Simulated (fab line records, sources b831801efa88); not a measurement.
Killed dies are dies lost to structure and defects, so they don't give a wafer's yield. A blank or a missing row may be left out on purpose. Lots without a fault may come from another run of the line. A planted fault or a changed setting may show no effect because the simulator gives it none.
fab line records | flow sky130
record lots=15 wafers=45 last_day=50
route steps=708 shown VIA2@529 METAL3@536 CAPM@539
lots that met no fault: from a run of the same line without faults
start_h: hours from the record's first day to the start of the lot's first wafer shown | wait_h: hours since the lot's step before | " the same as in the row above | L1.1+2: a row that stands for several wafers | - no value, or no start given | * or withheld: withheld | < > ~ a bound
route shown NAME@n: a module of which the file shows steps, and the number in the route of the first | usual: mean/standard deviation of fault-free wafers | same: alike in all rows | chamber/n: place in a boat | sites: the reading at each site | _std_site: their standard deviation | _edge_site: outer sites' mean less inner sites' | radius_mm: how far each site lies from the wafer's centre | mask NAME#n: copy n | behind: the tool/chamber that last shaped the wafer | hold: why the lot was held/for how many hours/how that ended | device: the transistor (n, p or np) that didn't switch | end of line: the same wafers' tests at the end of the route | a step without rows: its recipe alone | killed: dies lost to structure and defects at the first sort, not the wafer's yield | map: a wafer's dies, x killed, . not, _ none there
set.NAME: the setting as run; set.NAME@STEP: as run at that earlier step | model.NAME: the simulator's own value behind a step, which no gauge read
steps of the route over a sample of lots; a table a step, a row a wafer
services: from which hour (start_h, from the record's first day; less than 0 if before it) a tool's chamber was out of use, for how many hours, and why
## steps
# step SKY_VIA2_RS_MEAS_22
# recipe thk_meas_gauge=four-point-probe reads=W_of_VIA2_CVD_21+TiN_of_VIA2_SPUTTER_20
# usual VIA2_W_RS=0.2721/0.0025
# columns lot.wafer tool chamber start_h wait_h VIA2_W_RS[ohm/sq]
L819.1 film_metro-03 - 842.44 0.1 0.2734
L819.2 " - " " 0.2715
L819.5 " - " " 0.2771
L821.1 film_metro-04 - 859.02 0.1 0.2715
L821.3 " - " " 0.2733
L821.4 " - " " 0.2731
L823.2 film_metro-02 - 880.85 0.1 0.2725
L823.3 " - " " 0.2711
L823.4 " - " " 0.2738
L824.4 film_metro-03 - 901.20 0.1 0.2717
L824.5 " - " " 0.2723
L824.6 " - " " 0.2716
L826.2 film_metro-03 - 907.24 0.1 0.2767
L826.3 " - " " 0.2736
L826.5 " - " " 0.2776
L830.3 film_metro-04 - 934.33 0.1 0.2729
L830.4 " - " " 0.2682
L830.6 " - " " 0.2709
L831.2 film_metro-04 - 939.50 0.2 0.2743
L831.5 " - " " 0.2725
L831.6 " - " " 0.2755
L832.1 film_metro-03 - 948.63 0.1 0.2683
L832.2 " - " " 0.2727
L832.4 " - " " 0.2711
L833.1 film_metro-03 - 955.44 0.1 0.2708
L833.3 " - " " 0.2698
L833.6 " - " " 0.2722
L834.4 film_metro-04 - 956.82 0.1 0.2796
L834.5 " - " " 0.2704
L834.6 " - " " 0.2778
L837.4 film_metro-04 - 973.13 0.1 0.2701
L837.5 " - " " 0.2704
L837.6 " - " " 0.2696
L838.3 film_metro-04 - 983.16 0.1 0.2713
L838.5 " - " " 0.2700
L838.6 " - " " 0.2771
L839.2 film_metro-03 - 991.90 0.1 0.2697
L839.3 " - " " 0.2711
L839.4 " - " " 0.2704
L840.1 film_metro-03 - 994.35 0.1 0.2685
L840.2 " - " " 0.2687
L840.5 " - " " 0.2707
L842.3 film_metro-04 - 1004.90 0.1 0.2732
L842.4 " - " " 0.2704
L842.5 " - " " 0.2716
# step SKY_VIA2_CMP_24
# recipe stop_on=SiO2 t_overpolish_s=20 down_force_psi=3.5 platen_rpm=60 target_thk_nm=0 pad_velocity_m_s=0.94248
# usual motor_current_A=11.2/0.94 overpolish_run_s=19.999/0.009 slurry_filter_dp_kPa=13.52/0.13 time_to_endpoint_s=102/4.3
# columns lot.wafer tool chamber start_h wait_h motor_current_A overpolish_run_s slurry_filter_dp_kPa time_to_endpoint_s
L819.2 cmp-01 1 842.67 0.1 11.9 19.997 13.45 108
L819.1 " 3 " " 9.9 19.989 13.53 102
L819.5 " 1 " " 11.3 19.996 13.57 107
L821.4 cmp-01 1 859.20 0.0 11.6 20.002 13.49 105
L821.3 " 3 " " 9.9 20.001 13.55 103
L821.1 " 0 " " 10.2 20.007 13.76 108
L823.4 cmp-02 0 881.01 0.0 12.3 20.016 13.48 98
L823.3 " 2 " " 11.8 19.982 13.58 105
L823.2 " 3 " " 11.6 19.996 13.68 100
L824.4 cmp-01 1 901.47 0.2 12.0 19.993 13.47 107
L824.6 " 2 " " 11.4 19.999 13.35 101
L824.5 " 3 " " 9.6 20.002 13.71 103
L826.3 cmp-01 3 907.40 0.0 9.3 19.986 13.74 103
L826.2 " 0 " " 10.3 19.996 13.23 106
L826.5 " 3 " " 9.8 19.996 13.50 102
L830.3 cmp-02 0 934.52 0.1 11.7 19.995 13.69 95
L830.4 " 2 " " 11.2 20.007 13.67 105
L830.6 " 0 " " 12.5 20.005 13.51 98
L831.2 cmp-02 0 939.76 0.1 12.9 20.004 13.35 94
L831.6 " 2 " " 11.3 19.993 13.36 98
L831.5 " 3 " " 11.9 20.001 13.57 97
L832.1 cmp-01 3 949.01 0.2 9.5 19.992 13.38 105
L832.2 " 0 " " 10.2 19.983 13.53 108
L832.4 " 2 " " 11.1 20.001 13.53 104
L833.3 cmp-01 3 955.62 0.0 9.2 20.005 13.43 103
L833.1 " 2 " " 12.2 20.003 13.54 101
L833.6 " 0 " " 10.3 19.994 13.61 109
L834.4 cmp-02 3 956.94 0.0 11.9 20.006 13.44 94
L834.5 " 3 " " 11.9 19.999 13.54 100
L834.6 " 0 " " 12.5 20.005 13.74 95
L837.4 cmp-02 2 973.25 0.0 10.8 19.994 13.37 98
L837.5 " 2 " " 11.2 19.993 13.71 98
L837.6 " 3 " " 11.6 20.008 13.40 95
L838.3 cmp-01 3 983.35 0.1 10.0 20.005 13.64 101
L838.5 " 2 " " 12.2 20.006 13.45 100
L838.6 " 3 " " 10.1 19.991 13.57 100
L839.4 cmp-02 0 992.06 0.0 12.0 19.998 13.66 91
L839.2 " 2 " " 11.3 20.000 13.26 102
L839.3 " 3 " " 11.8 19.992 13.54 98
L840.2 cmp-02 2 994.58 0.1 11.5 19.995 13.55 110
L840.1 " 3 " " 11.8 20.000 13.54 107
L840.5 " 2 " " 11.0 20.002 13.48 107
L842.4 cmp-02 2 1005.09 0.1 10.8 20.016 13.49 107
L842.3 " 0 " " 12.3 19.986 13.67 95
L842.5 " 1 " " 11.0 19.999 13.43 102
# step SKY_METAL3_SPUTTER_04
# recipe material=TiN target_thk_nm=70 power_w=6500 time_s=58.3 chamber_pressure_pa=0.4
# usual cathode_dc_power_W=6500.1/1.2 chamber_pressure_pa=0.4000/0.00086 throttle_valve_pct=29.8/1.1
# same time_s=58.3
# columns lot.wafer tool chamber start_h wait_h cathode_dc_power_W chamber_pressure_pa throttle_valve_pct
L819.1 pvd_sputter-03 - 843.02 0.0 6501.0 0.3988 32.1
L819.2 " - " " 6500.3 0.3991 28.6
L819.5 " - " " 6500.8 0.4002 31.6
L821.1 pvd_sputter-03 - 859.60 0.0 6499.4 0.3997 31.9
L821.3 " - " " 6499.5 0.3984 29.5
L821.4 " - " " 6501.5 0.4003 31.7
L823.2 pvd_sputter-03 - 881.42 0.0 6500.4 0.4000 28.7
L823.3 " - " " 6501.2 0.3990 29.4
L823.4 " - " " 6501.5 0.4005 31.5
L824.4 pvd_sputter-01 - 901.72 0.0 6501.2 0.3987 29.1
L824.5 " - " " 6501.7 0.4004 29.2
L824.6 " - " " 6500.0 0.3997 29.0
L826.2 pvd_sputter-04 - 907.80 0.0 6498.0 0.4000 29.9
L826.3 " - " " 6499.9 0.4028 29.5
L826.5 " - " " 6499.5 0.3991 30.2
L830.3 pvd_sputter-01 - 934.88 0.0 6499.3 0.4008 28.5
L830.4 " - " " 6500.0 0.3997 30.2
L830.6 " - " " 6499.8 0.4001 29.6
L831.2 pvd_sputter-03 - 940.06 0.0 6498.5 0.4002 31.7
L831.5 " - " " 6502.8 0.3993 31.6
L831.6 " - " " 6500.0 0.3990 28.9
L832.1 pvd_sputter-04 - 949.41 0.0 6499.9 0.3998 29.2
L832.2 " - " " 6499.0 0.3999 30.8
L832.4 " - " " 6499.7 0.4001 30.0
L833.1 pvd_sputter-04 - 956.02 0.0 6499.5 0.4013 29.3
L833.3 " - " " 6500.2 0.4008 29.2
L833.6 " - " " 6499.9 0.4000 29.0
L834.4 pvd_sputter-01 - 957.35 0.0 6500.1 0.3995 28.5
L834.5 " - " " 6498.1 0.3995 29.5
L834.6 " - " " 6499.9 0.4000 28.9
L837.4 pvd_sputter-01 - 973.65 0.0 6500.3 0.3998 30.2
L837.5 " - " " 6498.1 0.4003 29.8
L837.6 " - " " 6502.3 0.3996 30.2
L838.3 pvd_sputter-01 - 983.70 0.0 6502.2 0.4004 29.8
L838.5 " - " " 6499.2 0.3991 29.2
L838.6 " - " " 6500.8 0.4006 29.7
L839.2 pvd_sputter-03 - 992.47 0.0 6500.1 0.4002 32.0
L839.3 " - " " 6500.4 0.4004 28.9
L839.4 " - " " 6501.3 0.4008 31.7
L840.1 pvd_sputter-01 - 994.94 0.0 6497.8 0.3985 29.8
L840.2 " - " " 6499.9 0.4008 28.8
L840.5 " - " " 6501.2 0.4013 28.8
L842.3 pvd_sputter-01 - 1005.45 0.0 6499.5 0.4001 28.8
L842.4 " - " " 6501.5 0.4019 30.2
L842.5 " - " " 6500.0 0.4005 30.2
# step SKY_CAPM_SPUTTER_02
# recipe material=TiN target_thk_nm=200 temp_c=300 power_w=6500 time_s=166.7 chamber_pressure_pa=0.4
# usual cathode_dc_power_W=6500.0/1.4 chamber_pressure_pa=0.4000/0.00081 throttle_valve_pct=30.2/0.92 time_s=166.7/0
# columns lot.wafer tool chamber start_h wait_h cathode_dc_power_W chamber_pressure_pa throttle_valve_pct time_s
L819.1 pvd_sputter-01 - 843.15 0.1 6498.3 0.4022 28.9 166.7
L819.2 " - " " 6500.0 0.4017 30.3 166.7
L819.5 " - " " 6499.4 0.4002 28.7 166.7
L821.1 pvd_sputter-01 - 859.73 0.1 6500.9 0.4001 28.8 166.7
L821.3 " - " " 6499.3 0.4011 30.0 166.7
L821.4 " - " " 6498.8 0.4001 29.2 166.7
L823.2 pvd_sputter-02 - 881.55 0.0 6498.8 0.3989 30.0 166.7
L823.3 " - " " 6499.3 0.3981 30.7 166.7
L823.4 " - " " 6500.9 0.3998 29.8 166.7
L824.4 pvd_sputter-02 - 901.85 0.0 6501.4 0.4004 31.0 166.7
L824.5 " - " " 6500.0 0.3988 29.9 166.7
L824.6 " - " " 6498.7 0.4002 30.9 166.7
L826.2 pvd_sputter-01 - 907.95 0.0 6497.6 0.4002 30.4 166.7
L826.3 " - " " 6500.8 0.3998 28.9 166.7
L826.5 " - " " 6500.4 0.3984 29.4 166.7
L830.3 pvd_sputter-03 - 935.02 0.0 6502.0 0.4001 29.6 166.7
L830.4 " - " " 6498.3 0.4009 28.5 166.7
L830.6 " - " " 6498.7 0.3998 28.9 166.7
L831.2 pvd_sputter-02 - 940.20 0.0 - - - -
L831.5 " - " " - - - -
L831.6 " - " " - - - -
L832.1 pvd_sputter-02 - 949.54 0.1 - - - -
L832.2 " - " " - - - -
L832.4 " - " " - - - -
L833.1 pvd_sputter-02 - 956.15 0.1 - - - -
L833.3 " - " " - - - -
L833.6 " - " " - - - -
L834.4 pvd_sputter-01 - 957.48 0.0 6498.2 0.3995 28.8 166.7
L834.5 " - " " 6501.9 0.3993 29.8 166.7
L834.6 " - " " 6498.0 0.4006 30.2 166.7
L837.4 pvd_sputter-02 - 973.78 0.0 6499.0 0.4000 29.8 166.7
L837.5 " - " " 6501.1 0.4012 29.9 166.7
L837.6 " - " " 6500.8 0.4000 30.9 166.7
L838.3 pvd_sputter-02 - 983.83 0.0 6500.1 0.3993 29.7 166.7
L838.5 " - " " 6501.8 0.4002 31.1 166.7
L838.6 " - " " 6500.6 0.3997 29.6 166.7
L839.2 pvd_sputter-02 - 992.60 0.0 6498.3 0.4000 29.5 166.7
L839.3 " - " " 6499.2 0.4002 29.6 166.7
L839.4 " - " " 6500.0 0.3983 31.2 166.7
L840.1 pvd_sputter-02 - 995.07 0.1 6500.9 0.4007 30.9 166.7
L840.2 " - " " 6503.3 0.4002 31.1 166.7
L840.5 " - " " 6500.1 0.3993 29.7 166.7
L842.3 pvd_sputter-02 - 1005.58 0.0 6503.7 0.3992 29.9 166.7
L842.4 " - " " 6499.0 0.4001 29.8 166.7
L842.5 " - " " 6500.2 0.4001 29.7 166.7
# step SKY_CAPM_RS_MEAS_03
# recipe thk_meas_gauge=four-point-probe reads=TiN_of_CAPM_SPUTTER_02
# usual CAPM_TIN_RS=6.89/0.083
# columns lot.wafer tool chamber start_h wait_h CAPM_TIN_RS[ohm/sq]
L819.1 film_metro-01 - 843.26 0.1 6.94
L819.2 " - " " 6.92
L819.5 " - " " 6.95
L821.1 film_metro-02 - 859.84 0.1 6.98
L821.3 " - " " 6.95
L821.4 " - " " 6.99
L823.2 film_metro-03 - 881.68 0.1 7.09
L823.3 " - " " 7.06
L823.4 " - " " 7.12
L824.4 film_metro-03 - 902.02 0.1 6.82
L824.5 " - " " 6.88
L824.6 " - " " 6.86
L826.2 film_metro-02 - 908.08 0.1 7.04
L826.3 " - " " 7.00
L826.5 " - " " 6.97
L830.3 film_metro-03 - 935.17 0.1 6.80
L830.4 " - " " 6.80
L830.6 " - " " 6.73
L831.2 film_metro-01 - 940.33 0.1 -
L831.5 " - " " -
L831.6 " - " " -
L832.1 film_metro-02 - 949.65 0.1 -
L832.2 " - " " -
L832.4 " - " " -
L833.1 film_metro-03 - 956.26 0.1 -
L833.3 " - " " -
L833.6 " - " " -
L834.4 film_metro-01 - 957.65 0.1 6.94
L834.5 " - " " 6.92
L834.6 " - " " 6.95
L837.4 film_metro-02 - 973.95 0.1 6.88
L837.5 " - " " 6.90
L837.6 " - " " 6.86
L838.3 film_metro-03 - 983.98 0.1 6.93
L838.5 " - " " 6.93
L838.6 " - " " 6.95
L839.2 film_metro-01 - 992.73 0.1 6.91
L839.3 " - " " 6.87
L839.4 " - " " 6.82
L840.1 film_metro-01 - 995.18 0.1 6.91
L840.2 " - " " 6.88
L840.5 " - " " 6.96
L842.3 film_metro-03 - 1005.73 0.1 6.84
L842.4 " - " " 6.88
L842.5 " - " " 6.87
# step SKY_CAPM_THK_MEAS_04
# recipe thk_meas_gauge=xrf reads=TiN_of_CAPM_SPUTTER_02
# usual CAPM_TIN_THK=201.2/2.6
# columns lot.wafer tool chamber start_h wait_h CAPM_TIN_THK[nm]
L819.1 film_metro-01 - 843.38 0.1 202.1
L819.2 " - " " 203.0
L819.5 " - " " 200.9
L821.1 film_metro-02 - 859.96 0.1 199.7
L821.3 " - " " 200.1
L821.4 " - " " 199.6
L823.2 film_metro-03 - 881.79 0.1 194.9
L823.3 " - " " 196.0
L823.4 " - " " 194.1
L824.4 film_metro-03 - 902.11 0.1 202.4
L824.5 " - " " 201.5
L824.6 " - " " 201.9
L826.2 film_metro-02 - 908.19 0.1 196.2
L826.3 " - " " 198.3
L826.5 " - " " 198.3
L830.3 film_metro-03 - 935.27 0.1 203.1
L830.4 " - " " 203.6
L830.6 " - " " 206.1
L831.2 film_metro-01 - 940.44 0.1 <0.0
L831.5 " - " " <0.0
L831.6 " - " " <0.0
L832.1 film_metro-02 - 949.77 0.1 <0.0
L832.2 " - " " <0.0
L832.4 " - " " <0.0
L833.1 film_metro-03 - 956.38 0.1 <0.0
L833.3 " - " " <0.0
L833.6 " - " " <0.0
L834.4 film_metro-01 - 957.74 0.1 201.5
L834.5 " - " " 201.7
L834.6 " - " " 200.5
L837.4 film_metro-02 - 974.04 0.1 199.9
L837.5 " - " " 199.1
L837.6 " - " " 200.3
L838.3 film_metro-03 - 984.08 0.1 199.7
L838.5 " - " " 199.0
L838.6 " - " " 199.6
L839.2 film_metro-01 - 992.84 0.1 201.1
L839.3 " - " " 202.3
L839.4 " - " " 203.9
L840.1 film_metro-01 - 995.30 0.1 202.5
L840.2 " - " " 203.1
L840.5 " - " " 200.5
L842.3 film_metro-03 - 1005.83 0.1 202.9
L842.4 " - " " 200.6
L842.5 " - " " 202.6
# step SKY_CAPM_METAL_ETCH_13
# recipe target_depth_nm=220 stop_on=SiO2 chemistry=Cl2/BCl3 target=TiN pressure_mtorr=10 icp_w=900 bias_w=48.5 Cl2_flow_sccm=60 bcl3_flow_sccm=30 time_s=62.9
# usual drypump_motor_current_A=5.4/0.59 oes_product_au=0.943/0.008 throttle_valve_pct=21.902/0.0099
# same time_s=62.9
# columns lot.wafer tool chamber start_h wait_h drypump_motor_current_A oes_product_au rf_hours_counter_h throttle_valve_pct
L819.1 rie_metal-02 0 868.18 0.0 5.5 0.940 11 21.894
L819.2 " 1 " " 6.1 0.946 17 21.907
L819.5 " 1 " " 6.1 0.938 - 21.909
L821.1 rie_metal-04 1 885.03 0.0 5.7 0.930 0 21.925
L821.3 " 1 " " 5.6 0.945 - 21.904
L821.4 " 0 " " 4.7 0.934 - 21.909
L823.2 rie_metal-01 1 906.80 0.0 6.1 0.927 6 21.908
L823.3 " 0 " " 4.9 0.933 - 21.910
L823.4 " 1 " " 6.1 0.930 - 21.915
L824.4 rie_metal-02 1 926.23 0.0 6.1 0.940 - 21.903
L824.5 " 0 " " 5.5 0.938 - 21.888
L824.6 " 1 " " 6.1 0.937 - 21.908
L826.2 rie_metal-04 1 932.28 0.0 5.7 0.935 2 21.920
L826.3 " 1 " " 5.7 0.942 - 21.907
L826.5 " 0 " " 4.6 0.941 - 21.910
L830.3 rie_metal-04 0 959.46 0.0 4.6 0.949 - 21.918
L830.4 " 1 " " 5.7 0.949 - 21.890
L830.6 " 0 " " 4.6 0.948 - 21.895
L831.2 rie_metal-02 0 964.08 0.0 5.5 0.377 17 22.274
L831.5 " 1 " " 6.1 0.371 - 22.260
L831.6 " 0 " " 5.5 0.373 - 22.293
L832.1 rie_metal-01 0 972.35 0.0 4.9 0.372 12 22.259
L832.2 " 1 " " 6.1 0.374 9 22.271
L832.4 " 0 " " 4.9 0.377 - 22.268
L833.1 rie_metal-02 1 980.15 0.0 6.1 0.380 4 22.247
L833.3 " 0 " " 5.5 0.376 - 22.263
L833.6 " 1 " " 6.1 0.365 - 22.248
L834.4 rie_metal-04 1 981.71 0.0 5.6 0.939 - 21.884
L834.5 " 0 " " 4.6 0.937 - 21.921
L834.6 " 1 " " 5.7 0.933 - 21.899
L837.4 rie_metal-04 0 998.86 0.0 4.6 0.942 - 21.898
L837.5 " 0 " " 4.6 0.947 - 21.904
L837.6 " 1 " " 5.6 0.944 - 21.888
L838.3 rie_metal-02 0 1007.03 0.0 5.5 0.938 - 21.878
L838.5 " 1 " " 6.1 0.936 - 21.908
L838.6 " 0 " " 5.5 0.929 - 21.906
L839.2 rie_metal-01 1 1015.23 0.0 6.1 0.946 11 21.898
L839.3 " 0 " " 4.9 0.948 - 21.907
L839.4 " 1 " " 6.1 0.942 - 21.901
L840.1 rie_metal-01 0 1018.13 0.0 4.9 0.950 14 21.899
L840.2 " 1 " " 6.1 0.945 11 21.885
L840.5 " 1 " " 6.1 0.934 - 21.889
L842.3 rie_metal-01 1 1028.06 0.0 6.1 0.948 - 21.904
L842.4 " 0 " " 4.9 0.936 - 21.902
L842.5 " 1 " " 6.1 0.948 - 21.899
## services
# columns tool chamber start_h hours kind
cmp-01 - 828.17 2.6 repair
cmp-02 - 840.36 4.0 repair
pvd_sputter-02 - 857.42 0.7 repair
pvd_sputter-04 - 869.55 6.5 repair
pvd_sputter-01 - 876.32 5.7 repair
rie_metal-04 - 878.12 0.5 repair
cmp-02 - 883.09 3.8 pm
cmp-02 - 908.97 5.1 repair
pvd_sputter-02 - 913.96 2.0 repair
cmp-02 - 914.05 4.0 pm
cmp-01 - 933.05 8.1 pm
pvd_sputter-03 - 948.12 3.5 repair
pvd_sputter-03 - 955.13 5.2 repair
cmp-01 - 963.66 2.7 repair
cmp-02 - 975.61 1.3 repair
rie_metal-02 0 982.48 9.1 repair
pvd_sputter-03 - 987.20 4.1 repair
pvd_sputter-02 - 990.04 1.2 repair
rie_metal-01 - 1005.90 2.8 pm
pvd_sputter-01 - 1006.70 2.5 repair
cmp-01 - 1008.61 5.6 repair
pvd_sputter-03 - 1010.32 1.1 repair
cmp-02 - 1017.09 1.4 repair
cmp-02 - 1018.49 4.2 pm
## key
first_sign step=SKY_CAPM_SPUTTER_02 reading=tool_record direction=missing
effect step=SKY_CAPM_RS_MEAS_03 reading=CAPM_TIN_RS direction=missing
effect step=SKY_CAPM_THK_MEAS_04 reading=CAPM_TIN_THK direction=down sigmas=77 usual=201.2 struck=<0.0
effect step=SKY_CAPM_METAL_ETCH_13 reading=oes_product_au direction=down sigmas=71 usual=0.943 struck=0.374
met_at SKY_CAPM_SPUTTER_02
struck_lots L831,L832,L833
later_rows_left_out L831.2,L831.5,L831.6,L832.1,L832.2,L832.4,L833.1,L833.3,L833.6
sort_left_out L831.2,L831.5,L831.6,L832.1,L832.2,L832.4,L833.1,L833.3,L833.6
not_acting_at SKY_VIA2_RS_MEAS_22,SKY_VIA2_CMP_24,SKY_METAL3_SPUTTER_04
onset_between 901.85 940.20
fault kind=skipped_step_whole tool=pvd_sputter-02 chamber=- onset_h=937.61 steps=SKY_CAPM_SPUTTER_02 scope=struck_lots_only
# sort_left_out: the simulated sort isn't trusted on such a fault, so these wafers' sort isn't shown, and their yield isn't known
# later_rows_left_out: the simulator's readings of these wafers behind a module that went badly wrong aren't trusted and aren't shown, but for the sort
